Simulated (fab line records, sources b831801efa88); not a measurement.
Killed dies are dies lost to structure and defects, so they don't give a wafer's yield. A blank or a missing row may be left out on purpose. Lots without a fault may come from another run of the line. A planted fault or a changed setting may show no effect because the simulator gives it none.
fab line records | flow sky130
record lots=6 wafers=18 last_day=49
route steps=708 shown VT_ADJUST_HVTP@93 VT_ADJUST_LVTN@97 PAD_OPEN@708
lots that met no fault: from a run of the same line without faults
start_h: hours from the record's first day to the start of the lot's first wafer shown | wait_h: hours since the lot's step before | " the same as in the row above | L1.1+2: a row that stands for several wafers | - no value, or no start given | * or withheld: withheld | < > ~ a bound
route shown NAME@n: a module of which the file shows steps, and the number in the route of the first | usual: mean/standard deviation of fault-free wafers | same: alike in all rows | chamber/n: place in a boat | sites: the reading at each site | _std_site: their standard deviation | _edge_site: outer sites' mean less inner sites' | radius_mm: how far each site lies from the wafer's centre | mask NAME#n: copy n | behind: the tool/chamber that last shaped the wafer | hold: why the lot was held/for how many hours/how that ended | device: the transistor (n, p or np) that didn't switch | end of line: the same wafers' tests at the end of the route | a step without rows: its recipe alone | killed: dies lost to structure and defects at the first sort, not the wafer's yield | map: a wafer's dies, x killed, . not, _ none there
set.NAME: the setting as run; set.NAME@STEP: as run at that earlier step | model.NAME: the simulator's own value behind a step, which no gauge read
lots at some steps of the route; a table a step, a row a wafer
services: from which hour (start_h, from the record's first day; less than 0 if before it) a tool's chamber was out of use, for how many hours, and why
## steps
# step SKY_VT_ADJUST_HVTP_OVL_MEAS_08
# usual VT_ADJUST_HVTP_OVL=0.6/1.2
# columns lot.wafer tool chamber start_h wait_h VT_ADJUST_HVTP_OVL[nm]
L241.2 overlay-01 - 155.60 0.1 1.2
L241.5 " - " " -0.1
L241.6 " - " " 1.1
L244.3 overlay-01 - 172.10 0.1 0.2
L244.5 " - " " 0.5
L244.6 " - " " -2.0
L246.1 overlay-01 - 192.94 0.1 0.4
L246.2 " - " " 0.1
L246.6 " - " " 2.3
L251.1 overlay-02 - 221.59 0.1 -0.7
L251.3 " - " " 0.3
L251.6 " - " " 0.4
L252.2 overlay-02 - 228.05 0.1 1.2
L252.4 " - " " -0.3
L252.6 " - " " 0.8
L255.3 overlay-01 - 240.87 0.1 -1.6
L255.5 " - " " 0.9
L255.6 " - " " 0.1
# step SKY_VT_ADJUST_HVTP_IMPLANT_09
# recipe species=As energy_kev=150 dose_cm2=4.3e+12 tilt_deg=withheld
# step SKY_VT_ADJUST_HVTP_STRIP_10
# recipe chemistry=O2/N2 power_w=1400 pressure_mtorr=1500 platen_temp_c=withheld o2_flow_sccm=3000 n2_flow_sccm=300 overash_fraction=0.5
# usual drypump_motor_current_A=5.5/0.32 oes_product_au=0.715/0.0045 strip_time_to_endpoint_s=14.19/0.036
# columns lot.wafer tool chamber start_h wait_h drypump_motor_current_A oes_product_au rf_hours_counter_h strip_time_to_endpoint_s
L241.2 plasma_asher-02 1 155.78 0.1 5.2 0.723 4 14.11
L241.5 " 0 " " 5.6 0.714 - 14.08
L241.6 " 1 " " 5.3 0.717 - 14.12
L244.3 plasma_asher-02 0 172.31 0.1 5.6 0.722 - 14.14
L244.5 " 1 " " 5.2 0.712 - 14.19
L244.6 " 0 " " 5.6 0.712 - 14.19
L246.1 plasma_asher-04 1 193.13 0.1 5.0 0.725 49 14.18
L246.2 " 0 " " 5.9 0.715 49 14.18
L246.6 " 0 " " 5.9 0.718 - 14.14
L251.1 plasma_asher-04 1 221.78 0.1 5.1 0.713 52 14.18
L251.3 " 0 " " 6.0 0.714 - 14.17
L251.6 " 1 " " 5.1 0.712 - 14.15
L252.2 plasma_asher-02 1 228.23 0.1 5.2 0.715 10 14.17
L252.4 " 1 " " 5.2 0.711 - 14.15
L252.6 " 0 " " 5.6 0.713 - 14.17
L255.3 plasma_asher-04 1 241.08 0.1 5.0 0.709 - 14.15
L255.5 " 1 " " 5.0 0.708 - 14.18
L255.6 " 0 " " 6.0 0.716 - 14.21
# step SKY_VT_ADJUST_HVTP_TW_MEAS_11
# usual VT_ADJUST_HVTP_TW=1350/19
# columns lot.wafer tool chamber start_h wait_h VT_ADJUST_HVTP_TW
L241.2 film_metro-02 - 155.89 0.1 1334
L241.5 " - " " 1330
L241.6 " - " " 1332
L244.3 film_metro-02 - 172.40 0.1 1339
L244.5 " - " " 1332
L244.6 " - " " 1337
L246.1 film_metro-01 - 193.23 0.1 1344
L246.2 " - " " 1346
L246.6 " - " " 1355
L251.1 film_metro-01 - 221.88 0.1 1345
L251.3 " - " " 1343
L251.6 " - " " 1344
L252.2 film_metro-04 - 228.34 0.1 1363
L252.4 " - " " 1373
L252.6 " - " " 1371
L255.3 film_metro-04 - 241.16 0.1 1364
L255.5 " - " " 1377
L255.6 " - " " 1373
# step SKY_VT_ADJUST_LVTN_DEHYDRATE_00
# recipe temp_c=200 time_s=60
# step SKY_VT_ADJUST_LVTN_HMDS_01
# recipe prime_time_s=60 prime_temp_c=120
# step SKY_VT_ADJUST_LVTN_COAT_02
# recipe spin_rpm=2000 resist_thk_nm=3000
# step SKY_VT_ADJUST_LVTN_SOFTBAKE_03
# recipe temp_c=110 time_s=withheld
# step SKY_VT_ADJUST_LVTN_EXPOSE_04
# recipe mask_id=NWM_COMPLEMENT_LESS_NATIVE na=0.6 source_shape=conventional sigma_outer=0.6 polarization=unpolarized target_cd_nm=840 dose_mj=195.3
# step SKY_VT_ADJUST_LVTN_PEB_05
# recipe temp_c=115 time_s=withheld
# step SKY_VT_ADJUST_LVTN_DEVELOP_06
# recipe wall_angle_deg=90 developer=TMAH develop_time_s=60 dev_temp_c=23
# step SKY_VT_ADJUST_LVTN_OVL_MEAS_07
# usual VT_ADJUST_LVTN_OVL=0.2/1.5
# columns lot.wafer tool chamber start_h wait_h VT_ADJUST_LVTN_OVL[nm]
L241.2 overlay-01 - 176.29 - 1.1
L241.5 " - " " 1.7
L241.6 " - " " 0.3
L244.3 overlay-02 - 193.83 - 1.6
L244.5 " - " " 0.4
L244.6 " - " " 1.5
L246.1 overlay-02 - 214.42 - -0.1
L246.2 " - " " -0.1
L246.6 " - " " 0.1
L251.1 overlay-01 - 244.32 - -0.8
L251.3 " - " " 0.2
L251.6 " - " " 2.0
L252.2 overlay-02 - 251.36 - 0.2
L252.4 " - " " -2.1
L252.6 " - " " 0.0
L255.3 overlay-01 - 265.15 - -2.2
L255.5 " - " " -4.3
L255.6 " - " " -3.4
# step SKY_VT_ADJUST_LVTN_IMPLANT_08
# recipe species=B energy_kev=30 dose_cm2=1.57e+12 tilt_deg=withheld
# usual dose_ions_cm2=1.5702e+12/1.8e+09 faraday_current_uA=8.88/0.18
# columns lot.wafer tool chamber start_h wait_h dose_ions_cm2 faraday_current_uA
L241.2 implanter-04 0 176.35 0.0 1.5693e+12 9.03
L241.5 " 0 " " 1.5665e+12 8.88
L241.6 " 0 " " 1.5695e+12 9.03
L244.3 implanter-03 0 193.91 0.1 1.5683e+12 8.53
L244.5 " 0 " " 1.5701e+12 9.02
L244.6 " 0 " " 1.5705e+12 8.75
L246.1 implanter-03 0 214.46 0.0 2.3477e+12 13.48
L246.2 " 0 " " 2.3486e+12 13.51
L246.6 " 0 " " 2.3451e+12 13.45
L251.1 implanter-03 0 244.36 0.0 2.3441e+12 13.18
L251.3 " 0 " " 2.3441e+12 12.91
L251.6 " 0 " " 2.3431e+12 13.28
L252.2 implanter-04 0 251.42 0.0 1.5684e+12 9.06
L252.4 " 0 " " 1.5669e+12 8.77
L252.6 " 0 " " 1.5677e+12 8.96
L255.3 implanter-02 0 265.22 0.1 1.5722e+12 8.67
L255.5 " 0 " " 1.5692e+12 8.92
L255.6 " 0 " " 1.5695e+12 8.99
# step SKY_VT_ADJUST_LVTN_STRIP_09
# recipe chemistry=O2/N2 power_w=1400 pressure_mtorr=1500 platen_temp_c=withheld o2_flow_sccm=3000 n2_flow_sccm=300 overash_fraction=0.5
# usual drypump_motor_current_A=5.55/0.29 oes_product_au=0.723/0.0043 strip_time_to_endpoint_s=36.97/0.12
# columns lot.wafer tool chamber start_h wait_h drypump_motor_current_A oes_product_au rf_hours_counter_h strip_time_to_endpoint_s
L241.2 plasma_asher-03 1 176.47 0.1 5.90 0.716 36 36.81
L241.5 " 0 " " 5.05 0.710 - 36.80
L241.6 " 1 " " 5.88 0.724 - 36.83
L244.3 plasma_asher-03 1 194.04 0.1 5.89 0.721 - 37.13
L244.5 " 1 " " 5.89 0.728 - 37.22
L244.6 " 0 " " 5.08 0.727 - 36.99
L246.1 plasma_asher-02 0 214.61 0.1 5.64 0.722 8 36.80
L246.2 " 1 " " 5.27 0.736 8 36.73
L246.6 " 0 " " 5.64 0.723 - 36.84
L251.1 plasma_asher-03 1 244.51 0.1 5.88 0.722 43 37.00
L251.3 " 0 " " 5.03 0.721 - 36.96
L251.6 " 0 " " 5.03 0.723 - 36.91
L252.2 plasma_asher-02 0 251.54 0.1 5.64 0.727 12 36.99
L252.4 " 0 " " 5.63 0.720 - 37.02
L252.6 " 0 " " 5.62 0.718 - 37.00
L255.3 plasma_asher-01 1 265.36 0.1 5.60 0.725 - 37.08
L255.5 " 0 " " 5.72 0.726 - 37.06
L255.6 " 1 " " 5.60 0.729 - 37.05
# step SKY_VT_ADJUST_LVTN_TW_MEAS_10
# usual VT_ADJUST_LVTN_TW=241/3.3
# columns lot.wafer tool chamber start_h wait_h VT_ADJUST_LVTN_TW
L241.2 film_metro-02 - 176.58 0.1 238
L241.5 " - " " 238
L241.6 " - " " 238
L244.3 film_metro-02 - 194.13 0.1 238
L244.5 " - " " 239
L244.6 " - " " 239
L246.1 film_metro-04 - 214.71 0.1 276
L246.2 " - " " 275
L246.6 " - " " 278
L251.1 film_metro-02 - 244.61 0.1 268
L251.3 " - " " 267
L251.6 " - " " 268
L252.2 film_metro-02 - 251.65 0.1 238
L252.4 " - " " 238
L252.6 " - " " 238
L255.3 film_metro-02 - 265.44 0.1 236
L255.5 " - " " 236
L255.6 " - " " 237
# step SKY_VT_ADJUST_LVTN_DEHYDRATE_11
# recipe temp_c=200 time_s=60
# step SKY_PAD_OPEN_PROBE_99
# usual killed_at_M0_to_M3=45/7.1 killed_at_M4_up=3.0/1.8 killed_at_contacts=24/5.4 killed_at_front_end=16/4.9 killed_at_other=0.3/0.63 killed_dies=88/11 killed_on_rim=17/3.4 killed_open=47/7.4 killed_short=40/7
# same gross_dies=492 killed_at_back_side=0
# columns lot.wafer tool chamber start_h wait_h killed_at_M0_to_M3 killed_at_M4_up killed_at_contacts killed_at_front_end killed_at_other killed_dies killed_on_rim killed_open killed_short model.etest.nfet_01v8_lvt.drive_ua_um model.etest.nfet_01v8_lvt.vt_sat_v model.etest.nfet_01v8_lvt.vt_v model.etest.nfet_01v8.vt_sat_v model.etest.nfet_01v8_turned.vt_sat_v model.etest.nfet_01v8_swapped.vt_sat_v model.etest.nfet_01v8_lvt.vt_long_v model.etest.nfet_01v8.vt_v
L241.2 prober-02 - 1107.29 0.1 37 4 24 16 0 81 14 44 37 572.9 0.5353 0.6102 0.648 0.6487 0.6509 0.4403 0.7006
L241.5 prober-02 - 1107.44 0.2 40 2 21 16 2 81 15 43 38 558.9 0.5482 0.6263 0.6567 0.6588 0.6587 0.4477 0.7095
L241.6 prober-02 - 1107.49 0.2 36 3 21 18 0 78 17 37 41 562.1 0.538 0.62 0.6537 0.6545 0.6577 0.452 0.7107
L244.3 prober-02 - 1125.72 0.2 48 2 15 11 1 77 19 44 33 563 0.5413 0.6207 0.6576 0.6593 0.6651 0.4522 0.7133
L244.5 prober-02 - 1125.82 0.2 41 1 24 11 1 78 20 32 46 562.9 0.5441 0.6263 0.6615 0.662 0.6672 0.45 0.7153
L244.6 prober-02 - 1125.87 0.2 56 3 22 10 0 91 13 53 38 567.9 0.5484 0.6265 0.6544 0.6573 0.6593 0.4455 0.7074
L246.1 prober-01 - 1140.02 0.1 53 4 40 13 1 111 23 60 51 549.7 0.5604 0.6267 0.6634 0.6624 0.6699 0.4553 0.7146
L246.2 prober-01 - 1140.07 0.1 49 0 22 29 0 100 23 55 45 535.7 0.5643 0.6385 0.6626 0.6663 0.672 0.4647 0.7192
L246.6 prober-01 - 1140.27 0.2 49 3 20 17 0 89 15 56 33 539.2 0.5671 0.6348 0.6657 0.6655 0.6714 0.4653 0.7199
L251.1 prober-02 - 1167.21 0.1 57 3 22 17 2 101 20 49 50 558.5 0.5652 0.6278 0.6663 0.6651 0.6667 0.4515 0.7149
L251.3 prober-02 - 1167.31 0.2 39 5 27 18 0 89 24 57 32 555.7 0.5653 0.6273 0.6665 0.6636 0.668 0.4515 0.7147
L251.6 prober-02 - 1167.46 0.2 49 0 27 19 2 97 18 53 43 538.9 0.5767 0.6353 0.6714 0.6752 0.6763 0.4539 0.7178
L252.2 prober-01 - 1171.36 0.1 52 4 32 11 0 99 15 53 46 567.8 0.5383 0.6118 0.6524 0.6539 0.6548 0.4452 0.7029
L252.4 prober-01 - 1171.46 0.2 33 2 22 16 0 73 17 34 39 577.5 0.5343 0.6087 0.6495 0.6532 0.6486 0.4444 0.7012
L252.6 prober-01 - 1171.56 0.2 42 3 22 7 0 74 14 38 36 572.5 0.5374 0.6098 0.6551 0.6484 0.6487 0.4443 0.7018
L255.3 prober-02 - 1182.30 0.2 52 2 27 18 0 99 19 45 53 568.9 0.5256 0.6085 0.6488 0.6492 0.6481 0.4433 0.7063
L255.5 prober-02 - 1182.40 0.2 42 4 26 12 0 84 12 39 45 585.5 0.5177 0.6025 0.6376 0.6357 0.6388 0.4382 0.6957
L255.6 prober-02 - 1182.45 0.2 40 4 24 26 0 94 19 58 36 566.4 0.5262 0.6091 0.6459 0.6499 0.6488 0.4462 0.7049
# killed by level:class
L241.2 CONTACT:geometric_particle:open=10 METAL2:geometric_particle:short=10 VIA1:geometric_particle:short=6 LI_CONTACT:geometric_particle:open=6 VIA1:geometric_particle:open=6 LI_CONTACT:geometric_particle:short=5 VIA3:geometric_particle:open=5 POLY_GATE:geometric_particle:open=4
L241.5 VIA1:geometric_particle:open=11 CONTACT:geometric_particle:open=8 METAL1:geometric_particle:short=6 LOCAL_INTERCONNECT:geometric_particle:short=4 CONTACT:geometric_particle:short=4 VIA3:geometric_particle:short=4 VIA3:geometric_particle:open=4 FIELD_ISO:geometric_particle:short=3
L241.6 LI_CONTACT:geometric_particle:open=6 METAL2:geometric_particle:short=6 FIELD_ISO:geometric_particle:short=5 POLY_GATE:geometric_particle:open=5 LOCAL_INTERCONNECT:geometric_particle:short=5 CONTACT:geometric_particle:open=5 METAL1:geometric_particle:short=5 VIA3:geometric_particle:open=5
L244.3 VIA1:geometric_particle:open=11 VIA3:geometric_particle:open=9 VIA2:geometric_particle:open=7 METAL2:geometric_particle:short=6 CONTACT:geometric_particle:short=5 CONTACT:geometric_particle:open=4 METAL1:geometric_particle:short=4 FIELD_ISO:geometric_particle:short=3
L244.5 METAL1:geometric_particle:short=11 CONTACT:geometric_particle:open=8 LI_CONTACT:geometric_particle:open=7 VIA1:geometric_particle:open=6 VIA1:geometric_particle:short=5 METAL2:geometric_particle:short=5 VIA3:geometric_particle:open=5 CONTACT:geometric_particle:short=4
L244.6 VIA1:geometric_particle:open=11 CONTACT:geometric_particle:open=10 LI_CONTACT:geometric_particle:open=7 VIA3:geometric_particle:open=7 METAL1:geometric_particle:short=7 METAL2:geometric_particle:short=7 VIA2:geometric_particle:open=6 CONTACT:geometric_particle:short=5
L246.1 CONTACT:geometric_particle:open=16 VIA1:geometric_particle:open=15 CONTACT:geometric_particle:short=8 VIA3:geometric_particle:open=8 LOCAL_INTERCONNECT:geometric_particle:short=7 METAL2:geometric_particle:short=6 VIA2:geometric_particle:open=6 METAL3:geometric_particle:short=6
L246.2 VIA1:geometric_particle:open=16 FIELD_ISO:geometric_particle:short=12 VIA3:geometric_particle:open=7 LI_CONTACT:geometric_particle:open=7 CONTACT:geometric_particle:open=7 FIELD_ISO:geometric_particle:open=6 POLY_GATE:geometric_particle:short=6 METAL1:geometric_particle:short=5
L246.6 VIA1:geometric_particle:open=16 CONTACT:geometric_particle:open=11 VIA3:geometric_particle:open=9 FIELD_ISO:geometric_particle:short=6 VIA2:geometric_particle:open=6 VIA1:geometric_particle:short=5 METAL2:geometric_particle:short=4 CONTACT:geometric_particle:short=3
L251.1 VIA3:geometric_particle:open=15 VIA1:geometric_particle:short=9 VIA1:geometric_particle:open=8 METAL1:geometric_particle:short=8 CONTACT:geometric_particle:open=7 VIA2:geometric_particle:short=7 CONTACT:geometric_particle:short=6 POLY_GATE:geometric_particle:short=5
L251.3 VIA1:geometric_particle:open=10 LI_CONTACT:geometric_particle:open=9 VIA3:geometric_particle:open=9 CONTACT:geometric_particle:open=8 POLY_GATE:geometric_particle:short=6 POLY_GATE:geometric_particle:open=6 LOCAL_INTERCONNECT:geometric_particle:short=6 METAL1:geometric_particle:short=6
L251.6 CONTACT:geometric_particle:open=10 LI_CONTACT:geometric_particle:open=8 METAL1:geometric_particle:short=8 CONTACT:geometric_particle:short=7 VIA3:geometric_particle:open=7 VIA1:geometric_particle:open=7 VIA2:geometric_particle:open=7 POLY_GATE:geometric_particle:open=6
L252.2 CONTACT:geometric_particle:open=14 VIA1:geometric_particle:open=11 METAL2:geometric_particle:short=9 VIA3:geometric_particle:open=8 CONTACT:geometric_particle:short=8 METAL1:geometric_particle:short=6 FIELD_ISO:geometric_particle:short=4 LI_CONTACT:geometric_particle:open=4
L252.4 CONTACT:geometric_particle:open=11 POLY_GATE:geometric_particle:short=6 VIA1:geometric_particle:short=6 VIA2:geometric_particle:short=6 POLY_GATE:geometric_particle:open=4 VIA1:geometric_particle:open=4 LOCAL_INTERCONNECT:geometric_particle:short=4 METAL2:geometric_particle:short=4
L252.6 LI_CONTACT:geometric_particle:open=8 METAL1:geometric_particle:short=7 VIA1:geometric_particle:open=7 CONTACT:geometric_particle:open=6 VIA3:geometric_particle:open=6 METAL2:geometric_particle:short=5 VIA2:geometric_particle:short=4 VIA1:geometric_particle:short=4
L255.3 VIA1:geometric_particle:open=10 METAL1:geometric_particle:short=9 CONTACT:geometric_particle:short=8 VIA3:geometric_particle:open=6 CONTACT:geometric_particle:open=6 VIA1:geometric_particle:short=6 LI_CONTACT:geometric_particle:open=5 VIA3:geometric_particle:short=5
L255.5 VIA1:geometric_particle:open=12 CONTACT:geometric_particle:open=7 VIA2:geometric_particle:open=7 CONTACT:geometric_particle:short=6 METAL1:geometric_particle:short=6 VIA1:geometric_particle:short=6 FIELD_ISO:geometric_particle:short=5 LI_CONTACT:geometric_particle:open=5
L255.6 LI_CONTACT:geometric_particle:open=8 CONTACT:geometric_particle:open=8 VIA1:geometric_particle:open=8 POLY_GATE:geometric_particle:open=7 METAL2:geometric_particle:open=6 METAL2:geometric_particle:short=6 FIELD_ISO:geometric_particle:open=5 VIA1:geometric_particle:short=5
## services
# columns tool chamber start_h hours kind
plasma_asher-04 - 131.97 3.8 repair
implanter-02 - 150.71 2.7 repair
plasma_asher-03 - 172.73 1.1 repair
plasma_asher-02 - 180.17 11.2 repair
plasma_asher-02 - 192.33 2.3 repair
plasma_asher-04 - 231.05 2.8 pm
plasma_asher-01 - 237.31 25.0 pm
implanter-04 - 243.40 2.1 pm
implanter-03 - 256.65 2.2 repair
## key
first_sign step=SKY_VT_ADJUST_LVTN_IMPLANT_08 reading=dose_ions_cm2 direction=up sigmas=99+ usual=* struck=*
effect step=SKY_VT_ADJUST_LVTN_IMPLANT_08 reading=faraday_current_uA direction=up sigmas=25 usual=8.88 struck=13.30
effect step=SKY_VT_ADJUST_LVTN_TW_MEAS_10 reading=VT_ADJUST_LVTN_TW direction=up sigmas=9.2 usual=241 struck=272
model_effect step=SKY_PAD_OPEN_PROBE_99 value=etest.nfet_01v8_lvt.drive_ua_um without=566.3 struck=546.3
met_at SKY_VT_ADJUST_LVTN_IMPLANT_08
struck_wafers L246.1,L246.2,L246.6,L251.1,L251.3,L251.6
tester_left_out L246,L251
onset_between 193.91 214.46
fault kind=process_parameter_drift tool=implanter-03 chamber=- onset_h=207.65 steps=SKY_VT_ADJUST_LVTN_IMPLANT_08 channel=dose_cm2 offset=* shape=step end_h=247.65 acts_in=* stated=*
# tester_left_out: of these lots the tester's yield and bins aren't shown, on N5 and GAA mostly nor the transistor test; their killed dies are dies lost to structure and defects alone, not to doping, threshold or leakage, so they don't give the yield
